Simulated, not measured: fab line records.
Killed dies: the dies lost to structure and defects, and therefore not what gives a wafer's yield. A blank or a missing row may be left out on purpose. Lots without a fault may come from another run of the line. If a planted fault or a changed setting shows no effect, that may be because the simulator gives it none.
Which of the tools did it?    flow gf180mcu    45 wafers from 15 lots sampled at 6 of the route's 602 steps

WHAT THE GAUGES READ, wafer by wafer
GF_STI_BOW_MEAS_00.
lot   measured     on             INCOMING_BOW (um)
L871  day 1 10:02  film_metro-04  0 -4 1
L872  day 1 15:04  film_metro-03  3 6 -3
L873  day 1 20:00  film_metro-04  4 -6 -2
L874  day 2 01:03  film_metro-01  -2 0 1
L875  day 2 06:02  film_metro-03  3 -2 4
L876  day 2 11:00  film_metro-03  -4 4 -8
L877  day 2 16:00  film_metro-04  -7 3 -9
L878  day 2 21:01  film_metro-04  -12 6 -13
L879  day 3 02:00  film_metro-04  -9 -1 8
L881  day 3 12:04  film_metro-04  10 -4 -6
L882  day 3 17:01  film_metro-03  -2 -6 -9
L887  day 4 18:04  film_metro-01  0 -9 -8
L890  day 5 09:00  film_metro-03  -20 -5 -1
L891  day 5 14:01  film_metro-01  -4 -4 -6
L892  day 5 19:01  film_metro-01  3 5 -18

GF_STI_THK_MEAS_30.
lot   measured     on             STI_OXIDATION_02_THK (nm)
L871  day 2 08:14  film_metro-03  10.55 10.43 10.49
L872  day 2 13:56  film_metro-03  10.46 10.47 10.46
L873  day 2 19:52  film_metro-01  10.38 10.56 10.40
L874  day 2 22:27  film_metro-03  10.75 10.96 10.85
L875  day 3 03:27  film_metro-04  10.47 10.65 10.54
L876  day 3 07:40  film_metro-03  10.68 10.76 10.54
L877  day 3 14:07  film_metro-03  10.34 10.34 10.51
L878  day 3 19:32  film_metro-03  10.54 10.85 10.72
L879  day 4 00:44  film_metro-04  10.45 10.35 10.39
L881  day 4 13:41  film_metro-04  10.70 10.44 10.54
L882  day 4 19:55  film_metro-03  10.59 10.45 10.59
L887  day 5 18:55  film_metro-04  10.56 10.72 10.72
L890  day 6 08:12  film_metro-04  10.23 10.43 10.13
L891  day 6 12:18  film_metro-01  10.62 10.62 10.49
L892  day 6 18:52  film_metro-01  10.02 10.26 10.20

GF_LVPWELL_OVL_MEAS_07.
lot   measured     on          LVPWELL_OVL (nm)
L871  day 3 23:24  overlay-01  -0.1 -1.1 -2.0
L872  day 4 05:07  overlay-01  1.3 1.8 -0.3
L873  day 4 11:53  overlay-01  0.3 -1.2 0.0
L874  day 4 14:06  overlay-01  -1.4 -0.8 0.4
L875  day 4 19:37  overlay-02  -1.2 0.0 -0.5
L876  day 4 22:56  overlay-02  -1.0 -0.4 -0.7
L877  day 5 07:13  overlay-01  -0.1 -0.3 -1.3
L878  day 5 12:44  overlay-01  -0.5 -2.3 -0.6
L879  day 5 19:07  overlay-01  0.8 1.8 1.2
L881  day 6 09:34  overlay-01  -1.4 -0.9 -2.6
L882  day 6 15:08  overlay-01  0.7 1.4 0.8
L887  day 7 17:19  overlay-01  -1.0 -1.3 0.4
L890  day 8 07:34  overlay-02  -0.4 -0.4 -0.7
L891  day 8 12:31  overlay-02  0.1 -1.4 0.7
L892  day 8 18:54  overlay-02  0.4 -1.3 -0.2

GF_LVPWELL_TW_MEAS_11.
lot   measured     on             LVPWELL_TW
L871  day 3 23:50  film_metro-02  563 562 559
L872  day 4 05:33  film_metro-01  558 556 556
L873  day 4 12:20  film_metro-02  562 560 563
L874  day 4 14:32  film_metro-01  558 555 556
L875  day 4 20:04  film_metro-02  561 559 562
L876  day 4 23:22  film_metro-02  560 562 562
L877  day 5 07:38  film_metro-02  560 560 559
L878  day 5 13:11  film_metro-02  563 561 560
L879  day 5 19:32  film_metro-01  557 555 558
L881  day 6 10:01  film_metro-03  569 565 569
L882  day 6 15:35  film_metro-01  559 558 553
L887  day 7 17:45  film_metro-02  562 560 559
L890  day 8 07:59  film_metro-03  1321 1328 1324
L891  day 8 12:57  film_metro-03  1321 1325 1316
L892  day 8 19:20  film_metro-02  1312 1309 1311

GF_VT_IMPLANT_RS_MEAS_48: uses a four-point probe to measure.
lot   measured      on             LVPWELL_RS (ohm/sq)
L871  day 7 17:07   film_metro-01  1196 1200 1202
L872  day 7 21:34   film_metro-03  1196 1198 1197
L873  day 8 05:47   film_metro-02  1196 1202 1201
L874  day 8 12:16   film_metro-01  1197 1196 1199
L875  day 8 17:30   film_metro-02  1196 1196 1196
L876  day 8 21:22   film_metro-01  1194 1192 1198
L877  day 9 06:35   film_metro-01  1197 1197 1198
L878  day 9 14:14   film_metro-02  1198 1202 1198
L879  day 9 22:01   film_metro-01  1192 1193 1194
L881  day 10 13:53  film_metro-03  1194 1194 1196
L882  day 10 20:02  film_metro-01  1193 1191 1194
L887  day 12 05:08  film_metro-03  1194 1195 1193
L890  day 12 19:31  film_metro-03  - - -
L891  day 13 01:53  film_metro-02  - - -
L892  day 13 11:14  film_metro-01  - - -

TOOL THAT RAN EACH LOT (tool first, then ch and the chambers of the sampled wafers, then the start)
lot   GF_LVPWELL_IMPLANT_08
L871  implanter-03 ch 0, day 3 23:28
L872  implanter-01 ch 0, day 4 05:12
L873  implanter-03 ch 0, day 4 11:56
L874  implanter-03 ch 0, day 4 14:10
L875  implanter-03 ch 0, day 4 19:41
L876  implanter-03 ch 0, day 4 22:58
L877  implanter-02 ch 0, day 5 07:14
L878  implanter-03 ch 0, day 5 12:48
L879  implanter-01 ch 0, day 5 19:08
L881  implanter-01 ch 0, day 6 09:39
L882  implanter-01 ch 0, day 6 15:12
L887  implanter-03 ch 0, day 7 17:24
L890  implanter-03 ch 0, day 8 07:35
L891  implanter-02 ch 0, day 8 12:34
L892  implanter-01 ch 0, day 8 18:57
- GF_LVPWELL_IMPLANT_08

WHAT THE TOOLS THEMSELVES READ (means of the sampled wafers that have a number; where no wafer has one, the mark that the record gives instead)
GF_LVPWELL_IMPLANT_08.
lot   tool          end_station_pressure_torr (Torr)
L871  implanter-03  5.05e-06
L872  implanter-01  4.79e-06
L873  implanter-03  4.94e-06
L874  implanter-03  5.05e-06
L875  implanter-03  5.16e-06
L876  implanter-03  5.08e-06
L877  implanter-02  5.36e-06
L878  implanter-03  5.28e-06
L879  implanter-01  5.18e-06
L881  implanter-01  4.97e-06
L882  implanter-01  5.05e-06
L887  implanter-03  5.15e-06
L890  implanter-03  5.20e-06
L891  implanter-02  5.17e-06
L892  implanter-01  4.98e-06

THE ANSWER, worked out from the rows above alone
Rule: usual is defined by the lots themselves. Put in order of their means at a reading, lots are off if they are a third of the lots or fewer, leave a main group of 4 or more, and stand apart from it by a gap of 3 or more times the standard deviation of the main group's means; of several such gaps the widest counts. Not used: any main group whose means are identical at the precision the tables above print for the reading. Also off: a lot with no number at a reading for which 4 or more lots have one. Where the step has rows for the other lots, those lots are counted as sound. The gauges are gone through in route order, then the tools' own readings, and for those a lot's mean is taken as printed above. The first step at which some lot is off is used, and at that step the reading that is off furthest; a lot without a number counts as furthest.
Off: L890, L891, L892, at GF_LVPWELL_TW_MEAS_11 (LVPWELL_TW). Main group: mean 560, sd 3.1.
A tool fits if, at a process step before that reading, it ran every lot that is off, and no sound lot after the first of them. Gauges at GF_LVPWELL_TW_MEAS_11: tried the same way as those tools. No candidate that was tried fits.

WHAT HAD BEEN PUT IN BY THE SIMULATOR
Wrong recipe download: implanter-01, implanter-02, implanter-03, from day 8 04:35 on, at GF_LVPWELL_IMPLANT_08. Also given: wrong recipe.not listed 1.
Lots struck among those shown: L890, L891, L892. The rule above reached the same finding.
